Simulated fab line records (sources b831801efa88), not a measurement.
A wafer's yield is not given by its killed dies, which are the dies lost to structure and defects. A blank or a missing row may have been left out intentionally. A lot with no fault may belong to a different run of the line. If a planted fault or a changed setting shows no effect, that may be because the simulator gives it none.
fab line records :: flow sky130
record:
  lots: 6
  wafers: 18
  last_day: 49
route steps=708 shown FIELD_ISO@29 NWELL@32 DNWELL@35 PAD_OPEN@708
lots with no fault: from the same line, run without faults
start_h: the number of hours between the record's first day and the start of the first shown wafer of the lot :: wait_h: hours since the lot's step before :: " unchanged from the row above :: L1.1+2: several wafers, shown together as one row :: - no value, or no start given :: * or withheld: withheld :: < > ~ a bound
route shown NAME@n: names a module that has steps shown in the file, with the first one's number in the route :: usual: mean and standard deviation over wafers with no fault :: same: alike in all rows :: chamber/n: place in a boat :: sites: per-site readings :: _std_site: standard deviation of those values :: _edge_site: the outer-site mean with the inner-site mean subtracted :: radius_mm: how far each site lies from the wafer's centre :: mask NAME#n: copy n :: behind: tool/chamber where the wafer was last shaped :: hold: the reason the lot was held/the length of the hold in hours/how it ended :: device: whichever transistor did not switch (one of n, p or np) :: end of line: the route-end tests of the same wafers :: a step with no rows: only its recipe :: killed: at the first sort, the dies lost to defects and structure; wafer yield is something else :: map: a wafer's dies, x killed, . not, _ none there
set.NAME: the setting the step ran with; set.NAME@STEP: the setting that earlier step ran with :: model.NAME: the simulator's own value behind a step, which no gauge read
lots seen at some steps along the route; tables by step, rows by wafer
== steps ==
step: SKY_FIELD_ISO_WET_ETCH_28
recipe:
  chemistry: dHF
  target_depth_nm: 23.7
  target: SiO2
  dilution: 10:1
  temp_c: 25
  time_s: 47
step: SKY_FIELD_ISO_WET_ETCH_29
recipe:
  chemistry: H3PO4
  target_depth_nm: 160
  target: Si3N4
  temp_c: 160
  time_s: 1825
step: SKY_FIELD_ISO_WET_ETCH_30
recipe:
  chemistry: dHF
  target_depth_nm: 25
  target: SiO2
  dilution: 10:1
  temp_c: 25
  time_s: 50
step: SKY_NWELL_CLEAN_00
recipe:
  chemistry: SC1/SC2
  mix: 1:4:20
  temp_c: 70
  time_s: 150
  dry: n2_spin
step: SKY_NWELL_OXIDATION_01
recipe:
  temp_c: 900
  ambient: O2
  stabilise_s: 600
  purge_s: 300
  target_thk_a: 100
  ox_time_s: 1418
step: SKY_NWELL_THK_MEAS_02
recipe:
  reads: SiO2_of_NWELL_OXIDATION_01
usual:
  NWELL_OXIDATION_THK: 9.93/0.22
lot.wafer: L962.1
tool: film_metro-04
chamber: -
start_h: 70.86
wait_h: 0.0
NWELL_OXIDATION_THK[nm]: 9.68

lot.wafer: L962.4
tool: film_metro-04
chamber: -
start_h: 70.86
wait_h: 0.0
NWELL_OXIDATION_THK[nm]: 9.58

lot.wafer: L962.6
tool: film_metro-04
chamber: -
start_h: 70.86
wait_h: 0.0
NWELL_OXIDATION_THK[nm]: 9.79

lot.wafer: L966.1
tool: film_metro-03
chamber: -
start_h: 77.94
wait_h: 0.0
NWELL_OXIDATION_THK[nm]: 9.77

lot.wafer: L966.4
tool: film_metro-03
chamber: -
start_h: 77.94
wait_h: 0.0
NWELL_OXIDATION_THK[nm]: 9.83

lot.wafer: L966.6
tool: film_metro-03
chamber: -
start_h: 77.94
wait_h: 0.0
NWELL_OXIDATION_THK[nm]: 9.96

lot.wafer: L974.1
tool: film_metro-02
chamber: -
start_h: 120.69
wait_h: 0.0
NWELL_OXIDATION_THK[nm]: 9.97

lot.wafer: L974.2
tool: film_metro-02
chamber: -
start_h: 120.69
wait_h: 0.0
NWELL_OXIDATION_THK[nm]: 10.09

lot.wafer: L974.5
tool: film_metro-02
chamber: -
start_h: 120.69
wait_h: 0.0
NWELL_OXIDATION_THK[nm]: 10.19

lot.wafer: L975.3
tool: film_metro-02
chamber: -
start_h: 124.77
wait_h: 0.0
NWELL_OXIDATION_THK[nm]: 9.91

lot.wafer: L975.5
tool: film_metro-02
chamber: -
start_h: 124.77
wait_h: 0.0
NWELL_OXIDATION_THK[nm]: 9.82

lot.wafer: L975.6
tool: film_metro-02
chamber: -
start_h: 124.77
wait_h: 0.0
NWELL_OXIDATION_THK[nm]: 9.65

lot.wafer: L976.1
tool: film_metro-04
chamber: -
start_h: 127.69
wait_h: 0.0
NWELL_OXIDATION_THK[nm]: 10.18

lot.wafer: L976.2
tool: film_metro-04
chamber: -
start_h: 127.69
wait_h: 0.0
NWELL_OXIDATION_THK[nm]: 10.28

lot.wafer: L976.4
tool: film_metro-04
chamber: -
start_h: 127.69
wait_h: 0.0
NWELL_OXIDATION_THK[nm]: 10.26

lot.wafer: L977.3
tool: film_metro-02
chamber: -
start_h: 136.15
wait_h: 0.0
NWELL_OXIDATION_THK[nm]: 10.01

lot.wafer: L977.4
tool: film_metro-02
chamber: -
start_h: 136.15
wait_h: 0.0
NWELL_OXIDATION_THK[nm]: 10.00

lot.wafer: L977.5
tool: film_metro-02
chamber: -
start_h: 136.15
wait_h: 0.0
NWELL_OXIDATION_THK[nm]: 10.14
step: SKY_DNWELL_DEHYDRATE_00
recipe:
  temp_c: 200
  time_s: 60
step: SKY_DNWELL_HMDS_01
recipe:
  prime_time_s: 60
  prime_temp_c: 120
step: SKY_DNWELL_COAT_02
recipe:
  spin_rpm: 2000
  resist_thk_nm: 3000
step: SKY_DNWELL_SOFTBAKE_03
recipe:
  temp_c: 110
  time_s: withheld
step: SKY_DNWELL_EXPOSE_04
recipe:
  mask_id: DNM
  na: 0.57
  target_cd_nm: 3000
  dose_mj: 222
step: SKY_DNWELL_PEB_05
recipe:
  temp_c: 115
  time_s: withheld
step: SKY_DNWELL_DEVELOP_06
recipe:
  wall_angle_deg: 90
  developer: TMAH
  develop_time_s: 60
  dev_temp_c: 23
usual:
  developer_temp_C: 23.00/0.096
lot.wafer: L962.1
tool: litho_track-03
chamber: 0
start_h: 87
wait_h: -
developer_temp_C: 22.86

lot.wafer: L962.4
tool: litho_track-03
chamber: 0
start_h: 87
wait_h: -
developer_temp_C: 22.84

lot.wafer: L962.6
tool: litho_track-03
chamber: 0
start_h: 87
wait_h: -
developer_temp_C: 22.86

lot.wafer: L966.1
tool: litho_track-02
chamber: 0
start_h: 95
wait_h: -
developer_temp_C: 23.02

lot.wafer: L966.4
tool: litho_track-02
chamber: 0
start_h: 95
wait_h: -
developer_temp_C: 22.97

lot.wafer: L966.6
tool: litho_track-02
chamber: 0
start_h: 95
wait_h: -
developer_temp_C: 23.05

lot.wafer: L974.1
tool: litho_track-01
chamber: 0
start_h: 140
wait_h: -
developer_temp_C: 22.97

lot.wafer: L974.2
tool: litho_track-01
chamber: 0
start_h: 140
wait_h: -
developer_temp_C: 23.15

lot.wafer: L974.5
tool: litho_track-01
chamber: 0
start_h: 140
wait_h: -
developer_temp_C: 22.93

lot.wafer: L975.3
tool: litho_track-02
chamber: 0
start_h: 143
wait_h: -
developer_temp_C: 23.80

lot.wafer: L975.5
tool: litho_track-02
chamber: 0
start_h: 143
wait_h: -
developer_temp_C: 23.83

lot.wafer: L975.6
tool: litho_track-02
chamber: 0
start_h: 143
wait_h: -
developer_temp_C: 23.85

lot.wafer: L976.1
tool: litho_track-01
chamber: 0
start_h: 147
wait_h: -
developer_temp_C: 22.93

lot.wafer: L976.2
tool: litho_track-01
chamber: 0
start_h: 147
wait_h: -
developer_temp_C: 23.02

lot.wafer: L976.4
tool: litho_track-01
chamber: 0
start_h: 147
wait_h: -
developer_temp_C: 22.94

lot.wafer: L977.3
tool: litho_track-02
chamber: 0
start_h: 155
wait_h: -
developer_temp_C: 23.88

lot.wafer: L977.4
tool: litho_track-02
chamber: 0
start_h: 155
wait_h: -
developer_temp_C: 24.01

lot.wafer: L977.5
tool: litho_track-02
chamber: 0
start_h: 155
wait_h: -
developer_temp_C: 24.17
step: SKY_DNWELL_IMPLANT_07
recipe:
  species: P
  energy_kev: withheld
  dose_cm2: withheld
  tilt_deg: withheld
step: SKY_PAD_OPEN_PROBE_99
usual:
  killed_at_M0_to_M3: 44/6.8
  killed_at_M4_up: 3.1/1.9
  killed_at_contacts: 25/5.9
  killed_at_front_end: 15/4.3
  killed_at_other: 0.2/0.51
  killed_dies: 87/11
  killed_open: 47/7.9
  killed_short: 39/6.4
same:
  gross_dies: 492
  killed_at_back_side: 0
lot.wafer: L962.1
tool: prober-01
chamber: -
start_h: 1117.60
wait_h: 0.1
killed_at_M0_to_M3: 49
killed_at_M4_up: 3
killed_at_contacts: 31
killed_at_front_end: 16
killed_at_other: 0
killed_dies: 99
killed_open: 51
killed_short: 48

lot.wafer: L962.4
tool: prober-01
chamber: -
start_h: 1117.75
wait_h: 0.2
killed_at_M0_to_M3: 44
killed_at_M4_up: 1
killed_at_contacts: 17
killed_at_front_end: 17
killed_at_other: 0
killed_dies: 79
killed_open: 44
killed_short: 35

lot.wafer: L962.6
tool: prober-01
chamber: -
start_h: 1117.85
wait_h: 0.2
killed_at_M0_to_M3: 48
killed_at_M4_up: 8
killed_at_contacts: 27
killed_at_front_end: 15
killed_at_other: 0
killed_dies: 98
killed_open: 50
killed_short: 48

lot.wafer: L966.1
tool: prober-01
chamber: -
start_h: 1125.15
wait_h: 0.1
killed_at_M0_to_M3: 55
killed_at_M4_up: 4
killed_at_contacts: 25
killed_at_front_end: 20
killed_at_other: 1
killed_dies: 105
killed_open: 59
killed_short: 46

lot.wafer: L966.4
tool: prober-01
chamber: -
start_h: 1125.30
wait_h: 0.2
killed_at_M0_to_M3: 39
killed_at_M4_up: 3
killed_at_contacts: 16
killed_at_front_end: 22
killed_at_other: 0
killed_dies: 80
killed_open: 40
killed_short: 40

lot.wafer: L966.6
tool: prober-01
chamber: -
start_h: 1125.40
wait_h: 0.2
killed_at_M0_to_M3: 44
killed_at_M4_up: 4
killed_at_contacts: 30
killed_at_front_end: 16
killed_at_other: 0
killed_dies: 94
killed_open: 57
killed_short: 37

lot.wafer: L974.1
tool: prober-01
chamber: -
start_h: 1165.05
wait_h: 0.1
killed_at_M0_to_M3: 44
killed_at_M4_up: 2
killed_at_contacts: 23
killed_at_front_end: 14
killed_at_other: 1
killed_dies: 84
killed_open: 46
killed_short: 38

lot.wafer: L974.2
tool: prober-01
chamber: -
start_h: 1165.10
wait_h: 0.1
killed_at_M0_to_M3: 48
killed_at_M4_up: 3
killed_at_contacts: 26
killed_at_front_end: 9
killed_at_other: 0
killed_dies: 86
killed_open: 52
killed_short: 34

lot.wafer: L974.5
tool: prober-01
chamber: -
start_h: 1165.25
wait_h: 0.2
killed_at_M0_to_M3: 55
killed_at_M4_up: 3
killed_at_contacts: 23
killed_at_front_end: 17
killed_at_other: 1
killed_dies: 99
killed_open: 53
killed_short: 46

lot.wafer: L975.3
tool: prober-02
chamber: -
start_h: 1166.18
wait_h: 0.2
killed_at_M0_to_M3: 50
killed_at_M4_up: 4
killed_at_contacts: 26
killed_at_front_end: 11
killed_at_other: 1
killed_dies: 92
killed_open: 47
killed_short: 45

lot.wafer: L975.5
tool: prober-02
chamber: -
start_h: 1166.28
wait_h: 0.2
killed_at_M0_to_M3: 47
killed_at_M4_up: 3
killed_at_contacts: 30
killed_at_front_end: 26
killed_at_other: 0
killed_dies: 106
killed_open: 52
killed_short: 54

lot.wafer: L975.6
tool: prober-02
chamber: -
start_h: 1166.33
wait_h: 0.2
killed_at_M0_to_M3: 48
killed_at_M4_up: 3
killed_at_contacts: 21
killed_at_front_end: 23
killed_at_other: 0
killed_dies: 95
killed_open: 51
killed_short: 44

lot.wafer: L976.1
tool: prober-01
chamber: -
start_h: 1168.94
wait_h: 0.1
killed_at_M0_to_M3: 37
killed_at_M4_up: 8
killed_at_contacts: 31
killed_at_front_end: 21
killed_at_other: 1
killed_dies: 98
killed_open: 56
killed_short: 42

lot.wafer: L976.2
tool: prober-01
chamber: -
start_h: 1168.99
wait_h: 0.1
killed_at_M0_to_M3: 47
killed_at_M4_up: 1
killed_at_contacts: 28
killed_at_front_end: 15
killed_at_other: 1
killed_dies: 92
killed_open: 49
killed_short: 43

lot.wafer: L976.4
tool: prober-01
chamber: -
start_h: 1169.09
wait_h: 0.2
killed_at_M0_to_M3: 44
killed_at_M4_up: 1
killed_at_contacts: 29
killed_at_front_end: 11
killed_at_other: 0
killed_dies: 85
killed_open: 45
killed_short: 40

lot.wafer: L977.3
tool: prober-01
chamber: -
start_h: 1186.37
wait_h: 0.2
killed_at_M0_to_M3: 32
killed_at_M4_up: 1
killed_at_contacts: 24
killed_at_front_end: 21
killed_at_other: 0
killed_dies: 78
killed_open: 39
killed_short: 39

lot.wafer: L977.4
tool: prober-01
chamber: -
start_h: 1186.42
wait_h: 0.2
killed_at_M0_to_M3: 45
killed_at_M4_up: 4
killed_at_contacts: 23
killed_at_front_end: 9
killed_at_other: 0
killed_dies: 81
killed_open: 41
killed_short: 40

lot.wafer: L977.5
tool: prober-01
chamber: -
start_h: 1186.47
wait_h: 0.2
killed_at_M0_to_M3: 47
killed_at_M4_up: 4
killed_at_contacts: 17
killed_at_front_end: 10
killed_at_other: 0
killed_dies: 78
killed_open: 52
killed_short: 26
killed by level:class
L962.1 METAL2:geometric_particle:short=12 CONTACT:geometric_particle:open=10 POLY_GATE:geometric_particle:open=8 VIA2:geometric_particle:open=7 LOCAL_INTERCONNECT:geometric_particle:short=6 CONTACT:geometric_particle:short=6 LI_CONTACT:geometric_particle:open=5 VIA1:geometric_particle:open=5
L962.4 VIA3:geometric_particle:open=11 VIA1:geometric_particle:open=8 VIA2:geometric_particle:open=8 CONTACT:geometric_particle:open=5 FIELD_ISO:geometric_particle:short=4 POLY_CUT:geometric_particle:short=4 LI_CONTACT:geometric_particle:open=4 METAL1:geometric_particle:short=4
L962.6 VIA2:geometric_particle:open=13 CONTACT:geometric_particle:open=10 VIA1:geometric_particle:open=9 METAL4:geometric_particle:short=8 LI_CONTACT:geometric_particle:open=6 CONTACT:geometric_particle:short=6 VIA3:geometric_particle:open=6 VIA1:geometric_particle:short=5
L966.1 VIA1:geometric_particle:open=13 CONTACT:geometric_particle:open=12 POLY_GATE:geometric_particle:open=8 VIA3:geometric_particle:open=7 METAL1:geometric_particle:short=7 LI_CONTACT:geometric_particle:short=5 POLY_GATE:geometric_particle:short=5 LI_CONTACT:geometric_particle:open=5
L966.4 VIA1:geometric_particle:open=12 POLY_GATE:geometric_particle:short=7 VIA1:geometric_particle:short=7 VIA3:geometric_particle:open=6 FIELD_ISO:geometric_particle:short=5 METAL1:geometric_particle:short=5 POLY_GATE:geometric_particle:open=5 CONTACT:geometric_particle:short=5
L966.6 CONTACT:geometric_particle:open=15 VIA1:geometric_particle:open=11 VIA2:geometric_particle:open=9 FIELD_ISO:geometric_particle:short=7 CONTACT:geometric_particle:short=7 LI_CONTACT:geometric_particle:open=5 VIA3:geometric_particle:open=5 METAL1:geometric_particle:short=5
L974.1 VIA1:geometric_particle:open=10 CONTACT:geometric_particle:open=8 VIA3:geometric_particle:open=8 LOCAL_INTERCONNECT:geometric_particle:short=7 FIELD_ISO:geometric_particle:short=6 LI_CONTACT:geometric_particle:open=5 METAL2:geometric_particle:short=5 VIA2:geometric_particle:short=5
L974.2 VIA1:geometric_particle:open=14 LI_CONTACT:geometric_particle:open=8 VIA3:geometric_particle:open=8 VIA2:geometric_particle:open=7 LOCAL_INTERCONNECT:geometric_particle:short=6 CONTACT:geometric_particle:open=6 METAL2:geometric_particle:short=6 VIA1:geometric_particle:short=5
L974.5 VIA1:geometric_particle:open=11 CONTACT:geometric_particle:open=9 LI_CONTACT:geometric_particle:open=8 VIA1:geometric_particle:short=7 VIA2:geometric_particle:open=7 VIA3:geometric_particle:short=7 VIA3:geometric_particle:open=7 POLY_GATE:geometric_particle:short=6
L975.3 VIA3:geometric_particle:open=11 VIA1:geometric_particle:open=10 LOCAL_INTERCONNECT:geometric_particle:short=9 METAL2:geometric_particle:short=6 CONTACT:geometric_particle:open=6 CONTACT:geometric_particle:short=6 POLY_GATE:geometric_particle:open=4 LI_CONTACT:geometric_particle:open=4
L975.5 CONTACT:geometric_particle:open=12 VIA2:geometric_particle:open=8 VIA1:geometric_particle:open=8 POLY_GATE:geometric_particle:short=8 LI_CONTACT:geometric_particle:open=7 FIELD_ISO:geometric_particle:short=6 POLY_GATE:geometric_particle:open=5 LOCAL_INTERCONNECT:geometric_particle:short=5
L975.6 VIA1:geometric_particle:open=13 POLY_GATE:geometric_particle:short=7 CONTACT:geometric_particle:open=6 VIA1:geometric_particle:short=6 VIA3:geometric_particle:open=6 FIELD_ISO:geometric_particle:open=5 FIELD_ISO:geometric_particle:short=5 METAL1:geometric_particle:short=5
L976.1 CONTACT:geometric_particle:open=18 VIA1:geometric_particle:open=8 CONTACT:geometric_particle:short=7 FIELD_ISO:geometric_particle:short=6 VIA2:geometric_particle:open=6 VIA1:geometric_particle:short=5 FIELD_ISO:geometric_particle:open=4 POLY_GATE:geometric_particle:open=4
L976.2 CONTACT:geometric_particle:open=11 VIA1:geometric_particle:open=11 VIA1:geometric_particle:short=8 VIA3:geometric_particle:open=7 METAL2:geometric_particle:short=7 LI_CONTACT:geometric_particle:open=6 CONTACT:geometric_particle:short=6 METAL1:geometric_particle:short=6
L976.4 CONTACT:geometric_particle:open=13 VIA2:geometric_particle:open=11 LI_CONTACT:geometric_particle:open=7 VIA1:geometric_particle:short=6 VIA2:geometric_particle:short=6 CONTACT:geometric_particle:short=5 METAL2:geometric_particle:short=5 FIELD_ISO:geometric_particle:open=4
L977.3 CONTACT:geometric_particle:open=10 LI_CONTACT:geometric_particle:open=6 VIA1:geometric_particle:open=6 POLY_GATE:geometric_particle:open=5 POLY_GATE:geometric_particle:short=5 METAL2:geometric_particle:short=5 VIA1:geometric_particle:short=5 VIA2:geometric_particle:short=5
L977.4 CONTACT:geometric_particle:open=12 VIA3:geometric_particle:open=7 METAL2:geometric_particle:short=6 METAL1:geometric_particle:short=6 VIA2:geometric_particle:open=6 VIA1:geometric_particle:short=6 CONTACT:geometric_particle:short=5 VIA1:geometric_particle:open=5
L977.5 VIA1:geometric_particle:open=13 CONTACT:geometric_particle:open=10 VIA2:geometric_particle:open=9 VIA3:geometric_particle:open=8 METAL2:geometric_particle:short=4 FIELD_ISO:geometric_particle:open=3 LOCAL_INTERCONNECT:geometric_particle:short=3 VIA1:geometric_particle:short=3
== key ==
first_sign:
  step: SKY_DNWELL_DEVELOP_06
  reading: developer_temp_C
  direction: up
  sigmas: 9.6
  usual: *
  struck: *
effect none on later readings
met_at SKY_DNWELL_DEVELOP_06
struck_wafers L975.3,L975.5,L975.6,L977.3,L977.4,L977.5
tester_left_out L975,L977
onset_between 95 143
fault:
  kind: process_parameter_drift
  tool: litho_track-02
  chamber: -
  onset_h: 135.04
  steps: SKY_DNWELL_DEVELOP_06
  channel: dev_temp_c
  offset: *
  shape: step
  end_h: 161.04
  acts_in: *
  stated: *
tester_left_out: of these lots the tester's yield and bins aren't shown, on N5 and GAA mostly nor the transistor test; their killed dies are dies lost to structure and defects alone, not to doping, threshold or leakage, so they don't give the yield
